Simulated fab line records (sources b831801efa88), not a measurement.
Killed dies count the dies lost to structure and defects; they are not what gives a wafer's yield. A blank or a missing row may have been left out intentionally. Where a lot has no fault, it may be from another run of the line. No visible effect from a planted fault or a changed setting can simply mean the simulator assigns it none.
Code-filled problem report in 8D (eight disciplines) form + flow sky130 + the parts of the form that need people (team, actions taken, sign-off) are left out

## 1. PROBLEM STATEMENT
run_length_s at SKY_VIA1_ETCH_14 reads a mean of 61.9 s on 1 wafer of 1 lot; wafers without a fault read 74.2 s with a standard deviation of 0.39. Measured from the usual mean, that is -32 standard deviations.
The step: etches BARC in N2/H2, stops on SiO2, time 45.9 s, target depth 60 nm.
Earliest sighting: wafer L701.5 on rie_diel-03 at day 40 11:40. At this step, 39 wafers from 13 lots have a number in the record. The rule behind "out" and "out of limits": a value lying over 4 standard deviations away from the usual mean. The other wafers with a number count as sound.

## 2. WHAT IT IS, AND WHAT IT ISN'T
| question                    | is                           | is not                                                                    |
|-----------------------------|------------------------------|---------------------------------------------------------------------------|
| which readings at this step | run_length_s, oes_product_au | drypump_motor_current_A, throttle_valve_pct                               |
| which lots                  | L701                         | L680, L681, L682, L683, L684, L687, L688, L689, L690, L691, L700, L702    |
| which wafers of those lots  | L701.5                       | L701.4, L701.6                                                            |
| read on which tools         | rie_diel-03                  | rie_diel-01, rie_diel-02                                                  |
| when                        | from day 40 11:40            | up to then (32 sound wafers); but 6 sound wafers of L700, L702 came after |

## 3. WHAT RULES OUT EACH SUSPECT
Counting: any tool at a process step up to the reading remains a suspect provided it ran every lot that is out. Sound lots after the first of them don't rule it out here, since some wafers of a struck lot are sound.
- rie_diel-03 at SKY_VIA1_ETCH_14 (etches BARC in N2/H2, stops on SiO2, time 45.9 s, target depth 60 nm): kept. The lot that is out, L701, ran on it at day 40 11:40; the last sound lot it ran before that was L690, at day 37 16:41. Its own oes_product_au, run_length_s readings are out on those wafers.
- In rie_diel-03 at SKY_VIA1_ETCH_14, the wafers that are out were processed in chamber 1 and their sound lot-mates in chambers 0, 3.
Remaining after the count: rie_diel-03 at SKY_VIA1_ETCH_14.

## 4. THE CAUSE (what the simulator had put in)
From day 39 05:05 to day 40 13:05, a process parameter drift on rie_diel-03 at SKY_VIA1_ETCH_14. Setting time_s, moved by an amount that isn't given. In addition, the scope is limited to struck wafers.
Counting left only this tool.

## 5. SEQUENCE OF EFFECTS, ordered by route
Each row: a reading where the mean over the struck wafers with a number is more than 3 standard deviations away from the usual. Only readings for which the record gives a usual standard deviation are gone through. hours: the time from each lot's start at the first step in this table that gives one to its start at this step, as a median over the lots. sigmas: the change in usual standard deviations.
| hours | step              | reading                  | usual      | on struck wafers | change | sigmas |
|-------|-------------------|--------------------------|------------|------------------|--------|--------|
| 0     | SKY_VIA1_ETCH_14  | oes_product_au           | 0.855 a.u. | 1.008            | +0.153 | +31    |
| 0     | SKY_VIA1_ETCH_14  | run_length_s             | 74.2 s     | 61.9             | -12.3  | -32    |
| 0     | SKY_VIA1_STRIP_16 | strip_time_to_endpoint_s | 4.461 s    | 4.550            | +0.089 | +3.9   |
Its process steps:
- SKY_VIA1_ETCH_14: etches BARC in N2/H2, stops on SiO2, time 45.9 s, target depth 60 nm.
- SKY_VIA1_STRIP_16: strips in O2/N2.

## 6. HOW IT WOULD HAVE BEEN CAUGHT EARLIER
In this record no reading fell out of limits until day 40 11:40, 31 hours after the fault had begun at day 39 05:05.
